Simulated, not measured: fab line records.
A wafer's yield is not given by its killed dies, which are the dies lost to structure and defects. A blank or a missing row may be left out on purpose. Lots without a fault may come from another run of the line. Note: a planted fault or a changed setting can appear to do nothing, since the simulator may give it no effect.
Code-filled problem report in 8D (eight disciplines) form | flow sky130 | the parts of the form that need people (team, actions taken, sign-off) are left out

== 1. PROBLEM STATEMENT ==
At SKY_VIA2_ETCH_15, runLengthS averages 87.0 s over 2 wafers from 2 lots, while fault-free wafers read 112.3 s, standard deviation 0.41. That puts it -62 standard deviations away from the usual mean.
The step: etches SiO2 in C4F8/O2/Ar, stops on TiN, target depth 546 nm, time 84 s.
First observed at day 38 16:55: wafer L327.4, on rieDiel-04. Wafers with a number at this step in the record: 34, from 12 lots. By rule, "out" or "out of limits" means more than 4 standard deviations away from the usual mean. Any other wafer with a number is counted as sound.

== 2. WHAT THIS IS AND IS NOT ==
question                    | is                       | is not
which readings at this step | runLengthS, oesProductAu | -
which lots                  | L327, L330               | L321, L322, L326, L336, L337, L338, L339, L341, L342, L344
which wafers of those lots  | L327.4, L330.3           | L327.2, L330.5
read on which tools         | rieDiel-04               | rieDiel-01, rieDiel-02
when                        | from day 38 16:55        | up to then (10 sound wafers); but 22 sound wafers of L330, L336, L337, L338, L339, L341, L342, L344 came after

== 3. SUSPECTS, AND WHAT RULES EACH OUT ==
Counting: a tool at a process step up to the reading stays a suspect if it ran every lot that is out. Sound lots after the first of them don't rule it out here, since some wafers of a struck lot are sound.
- rieDiel-04 at SKY_VIA2_ETCH_15 (etches SiO2 in C4F8/O2/Ar, stops on TiN, target depth 546 nm, time 84 s): kept. Ran every lot that is out, first one L327 (day 38 16:55); last sound lot up to then L321 (day 36 13:58). Its own readings are out on those wafers: oesProductAu, runLengthS.
After counting, what remains is rieDiel-04 at SKY_VIA2_ETCH_15.

== 4. THE CAUSE (what the simulator had put in) ==
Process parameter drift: rieDiel-04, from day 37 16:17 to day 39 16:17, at SKY_VIA2_ETCH_15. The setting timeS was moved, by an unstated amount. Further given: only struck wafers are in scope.
This tool alone remained once counting was done.

== 5. THE EFFECT CHAIN, in route order ==
Rows list readings where the struck wafers' mean (over those with a number) sits beyond 3 standard deviations from the usual. Only readings for which the record gives a usual standard deviation are gone through. hours: the time from each lot's start at the first step in this table that gives one to its start at this step, as a median over the lots. sigmas: the change in usual standard deviations.
hours | step                  | reading              | usual      | on struck wafers | change | sigmas
0     | SKY_VIA2_ETCH_15      | oesProductAu         | 0.939 a.u. | 1.003            | +0.064 | +13
0     | SKY_VIA2_ETCH_15      | runLengthS           | 112.3 s    | 87.0             | -25.3  | -62
0     | SKY_VIA2_STRIP_16     | oesProductAu         | 0.398 a.u. | 0.410            | +0.012 | +3.0
0     | SKY_VIA2_STRIP_16     | stripTimeToEndpointS | 4.043 s    | 4.388            | +0.345 | +12
214   | SKY_PAD_OPEN_PROBE_99 | defectLimitedYield   | 82.3 %     | 0.0              | -82.3  | -46
214   | SKY_PAD_OPEN_PROBE_99 | killed_at_M0_to_M3   | 43         | 444              | +402   | +67
214   | SKY_PAD_OPEN_PROBE_99 | killedDies           | 87         | 492              | +405   | +47
214   | SKY_PAD_OPEN_PROBE_99 | killedOnRim          | 17         | 96               | +79    | +23
214   | SKY_PAD_OPEN_PROBE_99 | sort_bin_5_function  | 10.4 %     | 91.8             | +81.4  | +58
214   | SKY_PAD_OPEN_PROBE_99 | sortNPass            | 405        | 0                | -405   | -47
214   | SKY_PAD_OPEN_PROBE_99 | sortYieldPct         | 82.3 %     | 0.0              | -82.3  | -46
Here are the process steps it includes:
- SKY_VIA2_ETCH_15: etches SiO2 in C4F8/O2/Ar, stops on TiN, target depth 546 nm, time 84 s.
- SKY_VIA2_STRIP_16: strips in O2/N2.
- SKY_PAD_OPEN_PROBE_99

== 6. WHAT WOULD HAVE CAUGHT IT SOONER ==
First out-of-limits reading in this record: day 38 16:55, which is 25 hours after fault onset at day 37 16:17.
